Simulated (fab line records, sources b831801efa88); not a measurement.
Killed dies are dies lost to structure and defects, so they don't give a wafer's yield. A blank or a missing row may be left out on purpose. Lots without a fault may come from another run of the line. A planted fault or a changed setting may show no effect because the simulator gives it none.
Chamber matching | flow gf180mcu | GF_V2_CMP_26 on cmp-02: 4 sister chambers
The step polishes, stops on SiO2, t overpolish 15 s, target thk 0 nm. 4 wafers are shown with their chamber, then 7 later ones without.

WAFERS WITH THEIR CHAMBER
wafer  | chamber | motor_current_A (A)
L299.5 | 3       | 9.9
L310.3 | 0       | 10.2
L310.6 | 1       | 9.2
L314.5 | 2       | 11.0

WAFERS WITHOUT THEIR CHAMBER
wafer  | motor_current_A (A)
L314.6 | 10.0
L315.1 | 10.1
L315.2 | 9.6
L315.3 | 10.1
L316.1 | 10.0
L316.2 | 10.0
L316.3 | 10.3

WHICH CHAMBER EACH WENT THROUGH
wafer  | from the rows above     | in truth
L314.6 | can't be placed: 3 or 0 | 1
L315.1 | can't be placed: 0 or 3 | 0
L315.2 | can't be placed: 3 or 1 | 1
L315.3 | can't be placed: 0 or 3 | 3
L316.1 | can't be placed: 3 or 0 | 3
L316.2 | can't be placed: 3 or 0 | 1
L316.3 | 0                       | 0
Placed correctly: 1 of 7. Can't be placed from these rows: 6 (the true chamber is among the candidates in 4). Placed wrongly: 0.
How it was worked out, from the rows above alone: a wafer's distance from a chamber is the root of the sum, over the readings, of the square of ((its reading less the chamber's mean) divided by the reading's scatter). The wafer belongs to the nearest chamber; if the next one is less than 2 further off, it can't be placed. A chamber's mean is the mean of its shown wafers. The scatter: with one shown wafer a chamber, the root of the mean of the squares of how far each hidden wafer lies from its nearest shown one.
